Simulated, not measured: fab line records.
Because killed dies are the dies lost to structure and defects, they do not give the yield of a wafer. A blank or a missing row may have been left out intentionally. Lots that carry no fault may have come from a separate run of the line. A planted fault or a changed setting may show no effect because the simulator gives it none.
Which tool is to blame? + flow gf180mcu + Sampling: 12 lots, 36 wafers, 2 of 602 route steps

## WHAT THE GAUGES SHOWED, per wafer
GF_M3_RS_MEAS_05: a four-point-probe measurement. Usual: for M3_ALCU_RS the level is 0.0700 ohm/sq and the standard deviation is 0.00097.
| lot  | measured     | on            | M3_ALCU_RS (ohm/sq)  | flag |
|------|--------------|---------------|----------------------|------|
| L142 | day 20 21:23 | film metro-02 | 0.0708 0.0711 0.0700 |      |
| L143 | day 21 00:13 | film metro-04 | 0.0695 0.0707 0.0704 |      |
| L145 | day 22 00:23 | film metro-02 | 0.0699 0.0713 0.0708 |      |
| L150 | day 23 09:31 | film metro-02 | 0.0692 0.0704 0.0690 |      |
| L151 | day 23 16:40 | film metro-04 | 0.0713 0.0701 0.0713 |      |
| L154 | day 24 20:41 | film metro-02 | 0.0708 0.0686 0.0708 |      |
| L158 | day 26 01:04 | film metro-04 | 0.0708 0.0701 0.0686 |      |
| L159 | day 26 08:48 | film metro-01 | 0.0691 0.0691 0.0705 |      |
| L160 | day 26 13:07 | film metro-02 | 0.0707 0.0694 0.0705 |      |
| L162 | day 27 08:05 | film metro-02 | 0.0685 0.0687 0.0682 |      |
| L163 | day 27 09:17 | film metro-02 | 0.0702 0.0717 0.0693 |      |
| L165 | day 27 23:29 | film metro-01 | 0.0704 0.0725 0.0728 |      |

## WHICH TOOL RAN EACH LOT (tool, then ch and the chambers of the sampled wafers, then the start)
| lot  | GF_V2_PEB_12                                 |
|------|----------------------------------------------|
| L142 | litho track-01 ch 0, day 20 21:23 or earlier |
| L143 | litho track-04 ch 0, day 21 00:13 or earlier |
| L145 | litho track-03 ch 0, day 22 00:23 or earlier |
| L150 | litho track-01 ch 0, day 23 09:31 or earlier |
| L151 | litho track-04 ch 0, day 23 16:40 or earlier |
| L154 | litho track-04 ch 0, day 24 20:41 or earlier |
| L158 | litho track-04 ch 0, day 26 01:04 or earlier |
| L159 | litho track-03 ch 0, day 26 08:48 or earlier |
| L160 | litho track-01 ch 0, day 26 13:07 or earlier |
| L162 | litho track-03 ch 0, day 27 08:05 or earlier |
| L163 | litho track-04 ch 0, day 27 09:17 or earlier |
| L165 | litho track-01 ch 0, day 27 23:29 or earlier |
- GF_V2_PEB_12: peb time 94.02 s.

## AS READ BY THE TOOLS THEMSELVES (means over the sampled wafers that have a number; for cases with no such wafer, the mark the record gives instead)
GF_V2_PEB_12. Usual: plate sensor t centre C 136.13 C, standard deviation 0.0097; plate sensor t edge C 136.29 C, standard deviation 0.011.
| lot  | tool           | plate sensor t centre C (C) | plate sensor t edge C (C) | flag |
|------|----------------|-----------------------------|---------------------------|------|
| L142 | litho track-01 | 136.12                      | 136.29                    |      |
| L143 | litho track-04 | 136.13                      | 136.30                    |      |
| L145 | litho track-03 | 136.14                      | 136.29                    |      |
| L150 | litho track-01 | 136.13                      | 136.29                    |      |
| L151 | litho track-04 | 136.13                      | 136.30                    |      |
| L154 | litho track-04 | 136.13                      | 136.29                    |      |
| L158 | litho track-04 | 136.13                      | 136.29                    |      |
| L159 | litho track-03 | 136.13                      | 136.29                    |      |
| L160 | litho track-01 | 136.12                      | 136.29                    |      |
| L162 | litho track-03 | 136.12                      | 136.29                    |      |
| L163 | litho track-04 | 136.13                      | 136.29                    |      |
| L165 | litho track-01 | 136.13                      | 136.29                    |      |

## THE ANSWER, worked out from the rows above alone
Rule: take the mean of a lot's wafers that have a number; if it is more than 3 standard deviations from the usual mean, the lot is off. A lot without any number at a reading at which 4 lots or more have one is off too. Where the step has rows for the other lots, those lots are counted as sound. Order of review: gauges by route order, followed by the tools' own readings, for which a lot's mean as printed above is used. At the first step where some lot is off, the reading lying furthest off is the one used; lots without a number count as furthest.
No lot is off on any of the readings shown, so nothing can be concluded from this.

## WHAT THE SIMULATOR PUT IN
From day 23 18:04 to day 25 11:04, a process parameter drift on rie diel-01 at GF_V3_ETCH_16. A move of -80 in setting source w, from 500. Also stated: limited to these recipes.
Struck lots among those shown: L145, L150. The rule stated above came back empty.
